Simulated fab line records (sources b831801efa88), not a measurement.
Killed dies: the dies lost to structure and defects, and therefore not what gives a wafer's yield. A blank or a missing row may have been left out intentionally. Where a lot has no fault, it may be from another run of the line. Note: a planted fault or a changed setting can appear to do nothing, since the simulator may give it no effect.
Code-filled problem report in 8D (eight disciplines) form	flow sfq line	the parts of the form that need people (team, actions taken, sign-off) are left out

1. THE PROBLEM
Mean L0_MONX_KI_RS at SFQ_L0_RS_MEAS_901: 40.8 ohm/sq over 3 wafers in 2 lots; fault-free wafers: 43.4 ohm/sq, standard deviation 0.49. That is -5.3 standard deviations from the usual mean.
The step: measures by four-point-probe.
First observed at day 5 11:36: wafer L546.3, on film metro-01. At this step, 37 wafers from 13 lots have a number in the record. By rule, "out" or "out of limits" means more than 4 standard deviations away from the usual mean. All remaining wafers that have a number are taken as sound.

2. WHAT IT IS; WHAT IT IS NOT
question	is	is not
which readings at this step	L0_MONX_KI_RS	-
which lots	L546, L548	L527, L528, L529, L530, L531, L532, L533, L534, L535, L536, L537
which wafers of those lots	L546.3, L546.4, L548.4	L548.5
read on which gauges	film metro-01, film metro-04	film metro-02
when	from day 5 11:36	up to then (33 sound wafers); but 1 sound wafer of L548 came after

3. WHAT RULES OUT EACH SUSPECT
Counting: any tool at a process step up to the reading remains a suspect provided it ran every lot that is out. Sound lots after the first of them don't rule it out here, since some wafers of a struck lot are sound.
- the gauge at SFQ_L0_RS_MEAS_901 has been ruled out. 2 gauges (film metro-01, film metro-04) read the wafers that are out.
- pvd sputter-03 at SFQ_TRILAYER_L0_DEP_SPUTTER_003 (material MoNx KI, target thk 40 nm, time 100 s): kept. Ran every lot that is out, first one L546 (day 5 11:29); last sound lot up to then L533 (day 2 18:29).
After counting, what remains is pvd sputter-03 at SFQ_TRILAYER_L0_DEP_SPUTTER_003.

4. THE CAUSE (what the simulator had put in)
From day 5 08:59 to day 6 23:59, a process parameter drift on pvd sputter-03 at SFQ_TRILAYER_L0_DEP_SPUTTER_003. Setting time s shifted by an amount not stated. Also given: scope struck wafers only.
This tool alone remained once counting was done.

5. THE CHAIN OF EFFECTS, in route order
Each row: a reading whose mean over the struck wafers that have a number lies more than 3 standard deviations from the usual. Only readings whose record carries a usual standard deviation are examined. hours: median over the lots of the time between each lot's start at the first step of this table that gives one and its start at this step. sigmas: the change, counted in usual standard deviations.
hours	step	reading	usual	on struck wafers	change	sigmas
0	SFQ_L0_RS_MEAS_901	L0_MONX_KI_RS	43.4 ohm/sq	40.8	-2.6	-5.3
3	SFQ_L0_THK_MEAS_902	L0_MONX_KI_THK	39.7 nm	42.4	+2.7	+5.6
79	SFQ_TRILAYER_L0_ETCH_METAL_ETCH_008	oes product au	0.874 a.u.	0.900	+0.026	+3.7
The process steps in it:
- SFQ_TRILAYER_L0_ETCH_METAL_ETCH_008: etches MoNx KI in SF6/O2, stops on SiO2, target depth 50 nm, time 25 s.
At these later measuring or inspecting steps, every struck wafer for which the step has a row has a number for every such reading, and none has moved that far: SFQ_I3_OVL_MEAS_923.

6. WHAT WOULD HAVE CAUGHT IT SOONER
In this record the first reading out of limits at a measuring or inspecting step was taken at day 5 11:36, 3 hours after the fault began at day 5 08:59.
Tool readings at SFQ_TRILAYER_L0_DEP_SPUTTER_003 with a usual standard deviation given in the record: none out on any struck wafer, hence no alarm at a limit of 4 standard deviations on them.
Among the 2 lots that are out, L548 began SFQ_TRILAYER_L0_DEP_SPUTTER_003 on pvd sputter-03 after day 5 11:36. Had the tool been put on hold then, it would have been spared.
